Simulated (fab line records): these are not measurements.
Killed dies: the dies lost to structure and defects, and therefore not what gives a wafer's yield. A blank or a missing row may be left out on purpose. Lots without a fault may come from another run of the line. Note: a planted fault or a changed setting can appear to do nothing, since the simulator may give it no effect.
Check for tools in common | flow gf180mcu | 13 lots, 39 wafers sampled

== WHY IT WAS OPENED ==
At GF_HV_LDD_TW_MEAS_38 the reading HV_LDD_3_TW is flagged on 3 of 13 lots. No-fault wafers: 1435, standard deviation 6.9.
Rule: flag the lot when none of its wafers has a number, or when each of its wafers that has one lies beyond 4 standard deviations from that mean. All remaining lots are regarded as sound.

lot  | measured     | on            | HV_LDD_3_TW, wafer by wafer | flag
L916 | day 11 14:10 | film_metro-01 | 1443 1442 1442              |
L919 | day 12 09:59 | film_metro-03 | 1446 1444 1447              |
L921 | day 13 02:44 | film_metro-02 | 1419 1426 1423              |
L922 | day 13 12:10 | film_metro-03 | 1374 1369 1369              | FLAGGED
L923 | day 13 17:53 | film_metro-01 | 1365 1372 1369              | FLAGGED
L924 | day 14 03:22 | film_metro-03 | 1429 1439 1437              |
L926 | day 14 20:07 | film_metro-01 | 1371 1374 1381              | FLAGGED
L928 | day 15 14:40 | film_metro-03 | 1444 1448 1438              |
L930 | day 16 03:20 | film_metro-03 | 1431 1429 1431              |
L931 | day 16 14:29 | film_metro-03 | 1432 1436 1429              |
L934 | day 17 09:07 | film_metro-03 | 1441 1437 1437              |
L938 | day 18 16:34 | film_metro-01 | 1437 1431 1433              |
L939 | day 18 22:35 | film_metro-03 | 1432 1441 1431              |
On average the flagged lots' numbers are 1372, which is -63 against the usual, or -9 standard deviations.

== LOT BY LOT: THE TOOL USED ==
The record keeps 1 process step preceding the reading, out of 602 steps on the route. Read each cell as the tool, then ch plus the chambers that the sampled wafers visited, then the start.
lot  | flag    | GF_HV_LDD_IMPLANT_34
L916 |         | implanter-01 ch 0, day 11 13:37
L919 |         | implanter-01 ch 0, day 12 09:26
L921 |         | implanter-01 ch 0, day 13 02:13
L922 | FLAGGED | implanter-01 ch 0, day 13 11:28
L923 | FLAGGED | implanter-01 ch 0, day 13 17:20
L924 |         | implanter-03 ch 0, day 14 02:50
L926 | FLAGGED | implanter-01 ch 0, day 14 19:35
L928 |         | implanter-03 ch 0, day 15 14:07
L930 |         | implanter-03 ch 0, day 16 02:47
L931 |         | implanter-02 ch 0, day 16 13:56
L934 |         | implanter-01 ch 0, day 17 08:34
L938 |         | implanter-01 ch 0, day 18 16:02
L939 |         | implanter-01 ch 0, day 18 22:05
What these steps do:
- GF_HV_LDD_IMPLANT_34
- GF_HV_LDD_TW_MEAS_38

== FLAGGED OVER TOTAL, TOOL BY TOOL (the gauges that took the reading come last) ==
step                 | tool          | lots run | flagged | share of the flagged lots | sound lots run after its first flagged lot
GF_HV_LDD_IMPLANT_34 | implanter-01  | 9        | 3       | all                       | 3 (L934,L938,L939)
GF_HV_LDD_IMPLANT_34 | implanter-02  | 1        | 0       | none                      | -
GF_HV_LDD_IMPLANT_34 | implanter-03  | 3        | 0       | none                      | -
GF_HV_LDD_TW_MEAS_38 | film_metro-01 | 4        | 2       | some                      | 1 (L938)
GF_HV_LDD_TW_MEAS_38 | film_metro-02 | 1        | 0       | none                      | -
GF_HV_LDD_TW_MEAS_38 | film_metro-03 | 8        | 1       | some                      | 6 (L924,L928,L930,L931,L934,L939)

== WHAT THE TABLE ALLOWS ==
All flagged lots share 1 row of the table, namely implanter-01 at GF_HV_LDD_IMPLANT_34.
- implanter-01 at GF_HV_LDD_IMPLANT_34 ran 9 lots, 3 of them flagged. Sound lots followed the first flagged one (L934, L938, L939) on it, something a lasting fault affecting the whole tool could not allow. Its own readings (dose_ions_cm2, faraday_current_uA) fall more than 4 standard deviations out on all wafers of the flagged lots.
There is no row in the table that ran each flagged lot and no sound lot after the first.

== WHAT HAD BEEN PUT IN BY THE SIMULATOR ==
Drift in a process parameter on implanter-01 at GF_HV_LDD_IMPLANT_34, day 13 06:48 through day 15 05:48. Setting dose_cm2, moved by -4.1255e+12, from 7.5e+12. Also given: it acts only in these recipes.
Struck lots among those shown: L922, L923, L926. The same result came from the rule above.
